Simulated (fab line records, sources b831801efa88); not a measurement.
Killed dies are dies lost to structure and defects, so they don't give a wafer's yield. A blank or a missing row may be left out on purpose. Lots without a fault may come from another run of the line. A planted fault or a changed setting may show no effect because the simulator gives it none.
A struck lot beside a sound one | flow gf180mcu | 22 steps out of a route of 602
Sound: wafers L354.2, L354.4, L354.5. Struck: wafers L346.2, L346.4, L346.6. The cause comes at the end.
At each step with rows: each side's tool, then ch and its chambers, then its first start. Under that, the readings that differ: sound wafers | struck wafers | difference of the means | sigmas: that difference in standard deviations of wafers without a fault.
alike: readings whose means differ by less than 2 such deviations, and words and numbers that are the same on both sides. not compared: withheld readings, readings that some wafer has no value for, bounds like >300 that may hide the same value, and numbers for which the record gives no deviation and whose values overlap.
The two part at a step that has a row with sigmas, a row that says differs or no value, or rows on one side only. Numbers that don't overlap but have no deviation are shown without sigmas and don't part them. A reading that every wafer of one side lacks parts them only if that side has two wafers or more.

first, 3 steps without rows for these wafers: GF_M2_STRIP_18 (strips in post etch residue remover, time 1200 s); GF_M2_CLEAN_19 (cleans in DIW); GF_V2_CVD_00 (deposits SiO2, target thk 600 nm, time 100 s).
GF_V2_THK_MEAS_01:
  sound on film_metro-02, day 26 02:29; struck on film_metro-04, day 23 20:16
  alike: V2_CVD_00_THK
GF_V2_CVD_02: deposits SiO2 from TEOS, target thk 850 nm, time 94.851 s.
  sound on pecvd-01 ch 0,1, day 26 02:32; struck on pecvd-03 ch 0,1,2, day 23 20:19
  alike: heater_power_w
GF_V2_THK_MEAS_03:
  sound on film_metro-04, day 26 02:37; struck on film_metro-02, day 23 20:24
  alike: V2_CVD_02_THK
GF_V2_CMP_04: polishes SiO2.
  sound on cmp-02 ch 0,2,3, day 26 02:40; struck on cmp-01 ch 2,3, day 23 20:30
  alike: motor_current_A, slurry_flow_ml_min, time_to_endpoint_s
GF_V2_BOW_MEAS_05:
  sound on film_metro-01, day 26 02:59; struck on film_metro-01, day 23 20:46
  alike: V2_BOW
then, 4 steps without rows for these wafers: GF_V2_DEHYDRATE_06 (time 60 s); GF_V2_HMDS_07 (prime time 60 s); GF_V2_COAT_08; GF_V2_COAT_09 (resist thk 1000 nm).
GF_V2_SOFTBAKE_10: time 60 s.
  sound on litho_track-01 ch 0, day 26 13:00; struck on litho_track-03 ch 0, day 24 07:00
  reading                  | sound             | struck            | difference | sigmas
  heater_power_total_W (W) | 93.12 93.04 93.14 | 98.18 98.15 98.25 | +5.09      | +86
  run_length_s (s)         | 89.15 88.82 88.83 | 79.91 80.04 79.84 | -9.00      | -50
then, 3 steps without rows for these wafers: GF_V2_EXPOSE_11 (exposes mask Via2, target cd 260 nm); GF_V2_PEB_12 (peb time 90 s); GF_V2_DEVELOP_13 (develop time 60 s).
GF_V2_CD_MEAS_14: target cd 260 nm.
  sound on cd_sem-02, day 26 23:21; struck on cd_sem-01, day 24 19:00
  reading    | sound             | struck            | difference | sigmas
  cd_nm (nm) | 260.7 261.7 261.9 | 260.5 258.4 258.7 | -2.2       | -2
GF_V2_OVL_MEAS_15:
  sound on overlay-02, day 26 23:27; struck on overlay-02, day 24 19:07
  alike: V2_OVL
GF_V2_ETCH_16: etches BARC in N2/H2.
  sound on rie_diel-04 ch 2,3, day 26 23:29; struck on rie_diel-01 ch 1,2, day 24 19:08
  reading                     | sound             | struck          | difference | sigmas
  drypump_motor_current_A (A) | 4.7 4.9 4.7       | 5.9 6.5 5.8     | +1.3       | +2
  model.V2.cd_nm (nm)         | 260.8 261.7 261.9 | 259.8 258 257.6 | -3.0       |
  alike: oes_product_au, throttle_valve_pct
GF_V2_ETCH_17: etches SiO2 in C4F8/O2/Ar, stops on TiN, target depth 630 nm.
  sound on rie_diel-04 ch 2,3; struck on rie_diel-01 ch 1,2
  reading             | sound             | struck            | difference | sigmas
  model.V2.cd_nm (nm) | 260.4 261.4 261.4 | 260.3 257.5 258.1 | -2.4       |
  alike: oes_product_au
GF_V2_STRIP_18: strips in O2/N2.
  sound on plasma_asher-02 ch 0,1, day 26 23:37; struck on plasma_asher-02 ch 0,1, day 24 19:16
  alike: drypump_motor_current_A, heater_power_w, oes_product_au
  not compared: rf_hours_counter_h
then, 1 step without rows for these wafers: GF_PASSIVATION_PROBE_99.

WHERE THEY PART
First at GF_V2_SOFTBAKE_10; last, within this record, at GF_V2_ETCH_16. Later steps at which nothing parts them and some readings are alike: GF_V2_ETCH_17, GF_V2_STRIP_18.

WHY: what the simulator had put in
Process parameter drift: litho_track-03, from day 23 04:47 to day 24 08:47, at GF_V2_SOFTBAKE_10. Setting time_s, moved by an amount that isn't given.
